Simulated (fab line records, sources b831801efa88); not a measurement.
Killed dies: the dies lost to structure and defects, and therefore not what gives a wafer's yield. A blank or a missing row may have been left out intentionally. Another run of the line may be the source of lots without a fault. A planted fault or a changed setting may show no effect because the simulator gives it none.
The tool behind it: which one? || flow sky130 || Sampling: 11 lots, 33 wafers, 6 of 708 route steps

## WHAT THE GAUGES SHOWED, per wafer
SKY_SD_N_RS_MEAS_16: the measuring method here is four-point-probe. Usual: SD_N_RS 68.61 ohm/sq, standard deviation 0.11.
{"lot": "L452", "measured": "day 28 08:43", "on": "film metro-03", "SD_N_RS (ohm/sq)": "68.54 68.38 68.77", "flag": ""}
{"lot": "L453", "measured": "day 28 10:19", "on": "film metro-04", "SD_N_RS (ohm/sq)": "68.72 68.69 68.73", "flag": ""}
{"lot": "L454", "measured": "day 28 15:06", "on": "film metro-04", "SD_N_RS (ohm/sq)": "68.63 68.49 68.47", "flag": ""}
{"lot": "L459", "measured": "day 30 12:23", "on": "film metro-04", "SD_N_RS (ohm/sq)": "68.49 68.59 68.56", "flag": ""}
{"lot": "L461", "measured": "day 31 02:43", "on": "film metro-03", "SD_N_RS (ohm/sq)": "68.70 68.65 68.65", "flag": ""}
{"lot": "L464", "measured": "day 32 12:56", "on": "film metro-03", "SD_N_RS (ohm/sq)": "68.59 68.58 68.55", "flag": ""}
{"lot": "L465", "measured": "day 32 15:11", "on": "film metro-02", "SD_N_RS (ohm/sq)": "71.29 71.22 71.20", "flag": "OFF"}
{"lot": "L466", "measured": "day 33 01:51", "on": "film metro-03", "SD_N_RS (ohm/sq)": "68.57 68.59 68.64", "flag": ""}
{"lot": "L467", "measured": "day 33 04:31", "on": "film metro-04", "SD_N_RS (ohm/sq)": "71.41 71.31 71.44", "flag": "OFF"}
{"lot": "L472", "measured": "day 34 07:29", "on": "film metro-04", "SD_N_RS (ohm/sq)": "68.61 68.62 68.66", "flag": ""}
{"lot": "L474", "measured": "day 35 00:51", "on": "film metro-02", "SD_N_RS (ohm/sq)": "68.54 68.60 68.65", "flag": ""}

SKY_SD_N_RS_MEAS_17: the measuring method here is four-point-probe. Usual: SD_P_RS 147.2 ohm/sq, standard deviation 0.33.
{"lot": "L452", "measured": "day 28 08:50", "on": "film metro-03", "SD_P_RS (ohm/sq)": "146.6 146.8 147.5", "flag": ""}
{"lot": "L453", "measured": "day 28 10:26", "on": "film metro-04", "SD_P_RS (ohm/sq)": "147.4 146.9 147.2", "flag": ""}
{"lot": "L454", "measured": "day 28 15:13", "on": "film metro-04", "SD_P_RS (ohm/sq)": "146.7 147.3 147.2", "flag": ""}
{"lot": "L459", "measured": "day 30 12:31", "on": "film metro-04", "SD_P_RS (ohm/sq)": "146.6 147.1 146.9", "flag": ""}
{"lot": "L461", "measured": "day 31 02:50", "on": "film metro-03", "SD_P_RS (ohm/sq)": "147.2 146.9 147.3", "flag": ""}
{"lot": "L464", "measured": "day 32 13:03", "on": "film metro-03", "SD_P_RS (ohm/sq)": "147.0 147.2 147.1", "flag": ""}
{"lot": "L465", "measured": "day 32 15:19", "on": "film metro-02", "SD_P_RS (ohm/sq)": "162.5 162.4 162.4", "flag": "OFF"}
{"lot": "L466", "measured": "day 33 01:58", "on": "film metro-03", "SD_P_RS (ohm/sq)": "147.1 147.8 147.2", "flag": ""}
{"lot": "L467", "measured": "day 33 04:38", "on": "film metro-04", "SD_P_RS (ohm/sq)": "162.9 162.8 163.1", "flag": "OFF"}
{"lot": "L472", "measured": "day 34 07:37", "on": "film metro-04", "SD_P_RS (ohm/sq)": "147.3 147.1 147.3", "flag": ""}
{"lot": "L474", "measured": "day 35 00:58", "on": "film metro-02", "SD_P_RS (ohm/sq)": "147.1 147.0 147.3", "flag": ""}

SKY_CONTACT_BOW_MEAS_05. Usual: CONTACT_BOW 82 um, standard deviation 6.8.
{"lot": "L452", "measured": "day 30 20:17", "on": "film metro-02", "CONTACT_BOW (um)": "76 81 97", "flag": ""}
{"lot": "L453", "measured": "day 30 21:59", "on": "film metro-03", "CONTACT_BOW (um)": "79 86 93", "flag": ""}
{"lot": "L454", "measured": "day 31 03:23", "on": "film metro-03", "CONTACT_BOW (um)": "87 84 93", "flag": ""}
{"lot": "L459", "measured": "day 32 21:49", "on": "film metro-02", "CONTACT_BOW (um)": "75 71 72", "flag": ""}
{"lot": "L461", "measured": "day 33 12:10", "on": "film metro-03", "CONTACT_BOW (um)": "83 83 78", "flag": ""}
{"lot": "L464", "measured": "day 34 21:32", "on": "film metro-01", "CONTACT_BOW (um)": "77 81 73", "flag": ""}
{"lot": "L465", "measured": "day 35 00:29", "on": "film metro-02", "CONTACT_BOW (um)": "85 92 92", "flag": ""}
{"lot": "L466", "measured": "day 35 09:43", "on": "film metro-02", "CONTACT_BOW (um)": "75 89 80", "flag": ""}
{"lot": "L467", "measured": "day 35 13:13", "on": "film metro-03", "CONTACT_BOW (um)": "85 79 77", "flag": ""}
{"lot": "L472", "measured": "day 36 16:23", "on": "film metro-02", "CONTACT_BOW (um)": "76 73 80", "flag": ""}
{"lot": "L474", "measured": "day 37 08:01", "on": "film metro-03", "CONTACT_BOW (um)": "80 83 77", "flag": ""}

SKY_METAL1_CD_MEAS_15 targets a cd of 140 nm. Usual: 139.6 nm for cd nm, sd 1.6.
{"lot": "L452", "measured": "day 33 04:57", "on": "cd sem-01", "cd nm (nm)": "140.0 140.1 139.2", "flag": ""}
{"lot": "L453", "measured": "day 33 06:24", "on": "cd sem-01", "cd nm (nm)": "138.7 137.3 139.2", "flag": ""}
{"lot": "L454", "measured": "day 33 10:21", "on": "cd sem-01", "cd nm (nm)": "138.6 138.9 138.0", "flag": ""}
{"lot": "L459", "measured": "day 35 04:33", "on": "cd sem-01", "cd nm (nm)": "139.2 138.2 138.0", "flag": ""}
{"lot": "L461", "measured": "day 35 17:58", "on": "cd sem-01", "cd nm (nm)": "138.8 137.5 139.6", "flag": ""}
{"lot": "L464", "measured": "day 37 03:42", "on": "cd sem-01", "cd nm (nm)": "143.0 143.0 141.2", "flag": ""}
{"lot": "L465", "measured": "day 37 06:00", "on": "cd sem-01", "cd nm (nm)": "140.3 139.6 141.1", "flag": ""}
{"lot": "L466", "measured": "day 37 15:43", "on": "cd sem-01", "cd nm (nm)": "138.9 138.3 139.5", "flag": ""}
{"lot": "L467", "measured": "day 37 18:21", "on": "cd sem-02", "cd nm (nm)": "140.2 141.1 141.4", "flag": ""}
{"lot": "L472", "measured": "day 38 20:35", "on": "cd sem-02", "cd nm (nm)": "138.1 139.0 138.8", "flag": ""}
{"lot": "L474", "measured": "day 39 13:21", "on": "cd sem-02", "cd nm (nm)": "139.9 138.6 138.7", "flag": ""}

## EACH LOT AND THE TOOL THAT RAN IT (in order: tool; ch and the chambers of the sampled wafers; start)
{"lot": "L452", "SKY_SD_N_RTA_14": "rtp anneal-01 ch 0, day 28 08:32", "SKY_LOCAL_INTERCONNECT_ETCH_13": "rie metal-04 ch 0,1, day 30 19:02"}
{"lot": "L453", "SKY_SD_N_RTA_14": "rtp anneal-02 ch 0, day 28 10:08", "SKY_LOCAL_INTERCONNECT_ETCH_13": "rie metal-04 ch 0,1, day 30 20:40"}
{"lot": "L454", "SKY_SD_N_RTA_14": "rtp anneal-01 ch 0, day 28 14:53", "SKY_LOCAL_INTERCONNECT_ETCH_13": "rie metal-04 ch 0,1, day 31 02:06"}
{"lot": "L459", "SKY_SD_N_RTA_14": "rtp anneal-02 ch 0, day 30 12:13", "SKY_LOCAL_INTERCONNECT_ETCH_13": "rie metal-03 ch 0,1, day 32 20:34"}
{"lot": "L461", "SKY_SD_N_RTA_14": "rtp anneal-01 ch 0, day 31 02:30", "SKY_LOCAL_INTERCONNECT_ETCH_13": "rie metal-01 ch 0,1, day 33 10:53"}
{"lot": "L464", "SKY_SD_N_RTA_14": "rtp anneal-02 ch 0, day 32 12:45", "SKY_LOCAL_INTERCONNECT_ETCH_13": "rie metal-01 ch 0,1, day 34 20:18"}
{"lot": "L465", "SKY_SD_N_RTA_14": "rtp anneal-01 ch 0, day 32 15:00", "SKY_LOCAL_INTERCONNECT_ETCH_13": "rie metal-04 ch 0,1, day 34 23:13"}
{"lot": "L466", "SKY_SD_N_RTA_14": "rtp anneal-02 ch 0, day 33 01:40", "SKY_LOCAL_INTERCONNECT_ETCH_13": "rie metal-01 ch 0,1, day 35 08:24"}
{"lot": "L467", "SKY_SD_N_RTA_14": "rtp anneal-01 ch 0, day 33 04:20", "SKY_LOCAL_INTERCONNECT_ETCH_13": "rie metal-04 ch 0,1, day 35 11:55"}
{"lot": "L472", "SKY_SD_N_RTA_14": "rtp anneal-02 ch 0, day 34 07:19", "SKY_LOCAL_INTERCONNECT_ETCH_13": "rie metal-04 ch 0,1, day 36 15:02"}
{"lot": "L474", "SKY_SD_N_RTA_14": "rtp anneal-02 ch 0, day 35 00:41", "SKY_LOCAL_INTERCONNECT_ETCH_13": "rie metal-01 ch 0,1, day 37 06:48"}
- SKY_SD_N_RTA_14: time 2 s.
- SKY_LOCAL_INTERCONNECT_ETCH_13: etches BARC in N2/H2, stops on SiO2, time 45.9 s, target depth 60 nm.

## WHAT THE TOOLS THEMSELVES READ (means of the sampled wafers that have a number; where no wafer has one, the mark that the record gives instead)
SKY_SD_N_RTA_14. Usual: lamp power pct 15.74 %, standard deviation 0.051; ramp down c per s 89.999, standard deviation 0.017; wafer_temp_C_max 1078.1, standard deviation 1.4.
{"lot": "L452", "tool": "rtp anneal-01", "lamp power pct (%)": 15.75, "ramp down c per s": 90.011, "wafer_temp_C_max": 1078.6, "flag": ""}
{"lot": "L453", "tool": "rtp anneal-02", "lamp power pct (%)": 15.76, "ramp down c per s": 90.008, "wafer_temp_C_max": 1078.3, "flag": ""}
{"lot": "L454", "tool": "rtp anneal-01", "lamp power pct (%)": 15.76, "ramp down c per s": 90.010, "wafer_temp_C_max": 1078.2, "flag": ""}
{"lot": "L459", "tool": "rtp anneal-02", "lamp power pct (%)": 15.75, "ramp down c per s": 90.004, "wafer_temp_C_max": 1077.3, "flag": ""}
{"lot": "L461", "tool": "rtp anneal-01", "lamp power pct (%)": 15.70, "ramp down c per s": 89.989, "wafer_temp_C_max": 1078.2, "flag": ""}
{"lot": "L464", "tool": "rtp anneal-02", "lamp power pct (%)": 15.79, "ramp down c per s": 89.994, "wafer_temp_C_max": 1077.9, "flag": ""}
{"lot": "L465", "tool": "rtp anneal-01", "lamp power pct (%)": 15.37, "ramp down c per s": 90.005, "wafer_temp_C_max": 1061.3, "flag": "OFF"}
{"lot": "L466", "tool": "rtp anneal-02", "lamp power pct (%)": 15.74, "ramp down c per s": 89.978, "wafer_temp_C_max": 1077.8, "flag": ""}
{"lot": "L467", "tool": "rtp anneal-01", "lamp power pct (%)": 15.50, "ramp down c per s": 90.006, "wafer_temp_C_max": 1059.4, "flag": "OFF"}
{"lot": "L472", "tool": "rtp anneal-02", "lamp power pct (%)": 15.78, "ramp down c per s": 90.003, "wafer_temp_C_max": 1079.7, "flag": ""}
{"lot": "L474", "tool": "rtp anneal-02", "lamp power pct (%)": 15.73, "ramp down c per s": 89.994, "wafer_temp_C_max": 1077.4, "flag": ""}

SKY_LOCAL_INTERCONNECT_ETCH_13. Usual: drypump motor current A 5.8 A, standard deviation 0.65; he backside leak sccm 3.3 sccm, standard deviation 0.34; oes product au 0.855 a.u., standard deviation 0.005; throttle valve pct 13.224 %, standard deviation 0.0087.
{"lot": "L452", "tool": "rie metal-04", "drypump motor current A (A)": 6.3, "he backside leak sccm (sccm)": 3.4, "oes product au (a.u.)": 0.853, "throttle valve pct (%)": 13.229, "flag": ""}
{"lot": "L453", "tool": "rie metal-04", "drypump motor current A (A)": 6.3, "he backside leak sccm (sccm)": 3.4, "oes product au (a.u.)": 0.851, "throttle valve pct (%)": 13.232, "flag": ""}
{"lot": "L454", "tool": "rie metal-04", "drypump motor current A (A)": 6.3, "he backside leak sccm (sccm)": 3.4, "oes product au (a.u.)": 0.854, "throttle valve pct (%)": 13.228, "flag": ""}
{"lot": "L459", "tool": "rie metal-03", "drypump motor current A (A)": 5.4, "he backside leak sccm (sccm)": 3.2, "oes product au (a.u.)": 0.851, "throttle valve pct (%)": 13.225, "flag": ""}
{"lot": "L461", "tool": "rie metal-01", "drypump motor current A (A)": 5.2, "he backside leak sccm (sccm)": 3.2, "oes product au (a.u.)": 0.850, "throttle valve pct (%)": 13.218, "flag": ""}
{"lot": "L464", "tool": "rie metal-01", "drypump motor current A (A)": 5.2, "he backside leak sccm (sccm)": 3.2, "oes product au (a.u.)": 0.859, "throttle valve pct (%)": 13.223, "flag": ""}
{"lot": "L465", "tool": "rie metal-04", "drypump motor current A (A)": 6.5, "he backside leak sccm (sccm)": 3.3, "oes product au (a.u.)": 0.852, "throttle valve pct (%)": 13.214, "flag": ""}
{"lot": "L466", "tool": "rie metal-01", "drypump motor current A (A)": 5.5, "he backside leak sccm (sccm)": 3.3, "oes product au (a.u.)": 0.861, "throttle valve pct (%)": 13.225, "flag": ""}
{"lot": "L467", "tool": "rie metal-04", "drypump motor current A (A)": 6.6, "he backside leak sccm (sccm)": 3.4, "oes product au (a.u.)": 0.856, "throttle valve pct (%)": 13.222, "flag": ""}
{"lot": "L472", "tool": "rie metal-04", "drypump motor current A (A)": 6.3, "he backside leak sccm (sccm)": 3.3, "oes product au (a.u.)": 0.853, "throttle valve pct (%)": 13.220, "flag": ""}
{"lot": "L474", "tool": "rie metal-01", "drypump motor current A (A)": 5.2, "he backside leak sccm (sccm)": 3.3, "oes product au (a.u.)": 0.863, "throttle valve pct (%)": 13.224, "flag": ""}

## THE ANSWER, worked out from the rows above alone
Rule: take the mean of a lot's wafers that have a number; if it is more than 3 standard deviations from the usual mean, the lot is off. Also off: a lot with no number at a reading for which 4 or more lots have one. All remaining lots with rows at the step are treated as sound. After the gauges, taken in route order, come the tools' own readings; for these a lot's mean is taken, as printed above. At the first step where some lot is off, the reading lying furthest off is the one used; lots without a number count as furthest.
Off: at SKY_SD_N_RS_MEAS_16 (SD_N_RS), L465, L467.
If a tool, at a process step before that reading, ran all the lots that are off and no sound lot after the first of them, it fits. The gauges at SKY_SD_N_RS_MEAS_16 aren't tried: what is off there is off at SKY_SD_N_RTA_14 too, on other tools, and a gauge's error can't cause that. One candidate fits, namely rtp anneal-01 at SKY_SD_N_RTA_14. A fault onset in the window from L461 (day 31 02:30, its last sound lot) to L465 (day 32 15:00, its first lot off) fits.
The tool's own readings at SKY_SD_N_RTA_14 bear it out: on the lots that are off they differ by more than 5 times the standard deviation of the sound lots' means. lamp power pct reads 15.43 % there against 15.75 % on the sound lots; wafer_temp_C_max reads 1060.3 there against 1078.2 on the sound lots.

## WHAT THE SIMULATOR HAD INSERTED
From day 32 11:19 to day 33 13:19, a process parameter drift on rtp anneal-01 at SKY_SD_N_RTA_14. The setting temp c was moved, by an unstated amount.
Lots struck among those shown: L465, L467. The rule above reached the same finding.
